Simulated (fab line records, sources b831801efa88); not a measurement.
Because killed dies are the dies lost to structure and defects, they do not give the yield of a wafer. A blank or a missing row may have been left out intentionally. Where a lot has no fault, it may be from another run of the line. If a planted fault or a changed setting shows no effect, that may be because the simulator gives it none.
Which tool is to blame? ; flow gf180mcu ; Sampling: 7 lots, 21 wafers, 4 of 602 route steps

## WHAT EACH GAUGE READ, for each wafer
GF_V5_THK_MEAS_25: measures by xrf.
lot;measured;on;V5_W_THK (nm)
L272;day 27 11:25;film_metro-04;349 347 344
L274;day 28 07:23;film_metro-03;350 350 352
L277;day 29 07:09;film_metro-01;358 354 354
L279;day 29 20:06;film_metro-04;353 351 346
L281;day 30 07:02;film_metro-03;345 351 349
L284;day 31 04:58;film_metro-01;357 355 353
L288;day 32 05:20;film_metro-01;355 359 351

## WHICH TOOL RAN EACH LOT (tool, then ch and the chambers of the sampled wafers, then the start)
lot;GF_SALICIDE_CLEAN_00;GF_V4_SPUTTER_22;GF_M5_METAL_ETCH_10
L272;wet_bench-03 ch 1, day 15 08:13;pvd_sputter-02, day 24 15:31;rie_metal-01 ch 0,1, day 26 11:56
L274;wet_bench-03 ch 2, day 16 05:43;pvd_sputter-02, day 25 14:17;rie_metal-03 ch 0,1, day 27 09:14
L277;wet_bench-01 ch 2, day 17 07:57;pvd_sputter-01, day 26 15:07;rie_metal-04 ch 0,1, day 28 08:43
L279;wet_bench-02 ch 0, day 18 01:46;pvd_sputter-01, day 27 06:03;rie_metal-04 ch 0,1, day 28 22:14
L281;wet_bench-03 ch 0, day 18 16:28;pvd_sputter-04, day 27 17:13;rie_metal-03 ch 0,1, day 29 10:10
L284;wet_bench-02 ch 2, day 19 18:23;pvd_sputter-01, day 28 17:32;rie_metal-01 ch 0,1, day 30 08:31
L288;wet_bench-02 ch 1, day 21 07:26;pvd_sputter-01, day 29 21:02;rie_metal-01 ch 0,1, day 31 10:04
- GF_SALICIDE_CLEAN_00: cleans in SC1/SC2, time 150 s.
- GF_V4_SPUTTER_22: material TiN, target thk 10 nm, time 40 s.
- GF_M5_METAL_ETCH_10: etches the open film in Cl2/BCl3, stops on SiO2, target depth 750.8 nm, time 125.1 s.

## THE ANSWER, worked out from the rows above alone
Rule: usual is defined by the lots themselves. Put in order of their means at a reading, lots are off if they are a third of the lots or fewer, leave a main group of 4 or more, and stand apart from it by a gap of 3 or more times the standard deviation of the main group's means; of several such gaps the widest counts. A main group is skipped when, at the precision printed for the reading in the tables above, its means are all equal. A lot without any number at a reading at which 4 lots or more have one is off too. The other lots that the step has rows for count as sound.
No lot is off at any reading shown: from this, nothing can be told.

## WHAT THE SIMULATOR HAD PUT IN
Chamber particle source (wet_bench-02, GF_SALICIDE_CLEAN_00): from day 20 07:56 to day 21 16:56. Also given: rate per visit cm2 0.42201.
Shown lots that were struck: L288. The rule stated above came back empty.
